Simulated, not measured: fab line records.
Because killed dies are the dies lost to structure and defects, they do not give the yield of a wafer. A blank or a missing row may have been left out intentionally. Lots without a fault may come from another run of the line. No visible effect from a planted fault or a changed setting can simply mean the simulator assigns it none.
One fault seen from 2 desks || flow gf180mcu || numbers are kept per desk, each desk with only its own; the story behind them comes last

DESK OF THE TOOL OWNER: cmp-01
The tool's own readings at GF_V4_CMP_04 (polishes SiO2): means of the sampled wafers that have a number, for each lot that ran on this tool. Any lot whose mean is over 4 standard deviations away from the usual mean is out of limits and marked OUT; that distance is given in the brackets.
Columns: A = motor_current_A at GF_V4_CMP_04, usual 12.1 A; B = time_to_endpoint_s at GF_V4_CMP_04, usual 79 s
{"lot": "L299", "first seen here": "day 23 04:26", "A": 11.6, "B": 77}
{"lot": "L300", "first seen here": "day 23 19:29", "A": 11.9, "B": 85}
{"lot": "L301", "first seen here": "day 24 00:02", "A": 12.1, "B": 83}
{"lot": "L302", "first seen here": "day 24 08:19", "A": 11.9, "B": 77}
{"lot": "L303", "first seen here": "day 24 21:25", "A": 11.9, "B": 84}
{"lot": "L304", "first seen here": "day 25 10:13", "A": 11.3, "B": 77}
{"lot": "L308", "first seen here": "day 26 15:01", "A": 11.4, "B": 76}
{"lot": "L309", "first seen here": "day 26 22:25", "A": 11.4, "B": 82}
{"lot": "L319", "first seen here": "day 29 15:10", "A": 11.2, "B": 76}
{"lot": "L320", "first seen here": "day 29 21:58", "A": 11.8, "B": 81}
Result from this desk: across the 10 lots, nothing is out of limits.

FROM THE METROLOGY DESK
Means of the sampled wafers that have a number, per lot and without regard to the tool the lot ran on: this is what the gauges read. Any lot whose mean is over 4 standard deviations away from the usual mean is out of limits and marked OUT; that distance is given in the brackets.
Columns: A = MIM_ALCU_THK at GF_MIM_THK_MEAS_11, usual 202 nm
{"lot": "L299", "first seen here": "day 24 05:42", "A": 206}
{"lot": "L300", "first seen here": "day 24 20:16", "A": 203}
{"lot": "L301", "first seen here": "day 25 00:33", "A": 203}
{"lot": "L302", "first seen here": "day 25 08:08", "A": 199}
{"lot": "L303", "first seen here": "day 25 20:22", "A": 205}
{"lot": "L304", "first seen here": "day 26 09:22", "A": 203}
{"lot": "L308", "first seen here": "day 27 13:30", "A": 205}
{"lot": "L309", "first seen here": "day 27 21:04", "A": 200}
{"lot": "L315", "first seen here": "day 29 12:16", "A": 200}
{"lot": "L317", "first seen here": "day 30 03:33", "A": 203}
{"lot": "L319", "first seen here": "day 30 12:06", "A": 201}
{"lot": "L320", "first seen here": "day 30 18:20", "A": 207}
Result from this desk: across the 12 lots, nothing is out of limits.

BROUGHT TOGETHER
The tool owner's desk saw nothing out of limits.
Nothing out of limits was seen by the metrology desk.

WHAT HAD BEEN PUT IN BY THE SIMULATOR
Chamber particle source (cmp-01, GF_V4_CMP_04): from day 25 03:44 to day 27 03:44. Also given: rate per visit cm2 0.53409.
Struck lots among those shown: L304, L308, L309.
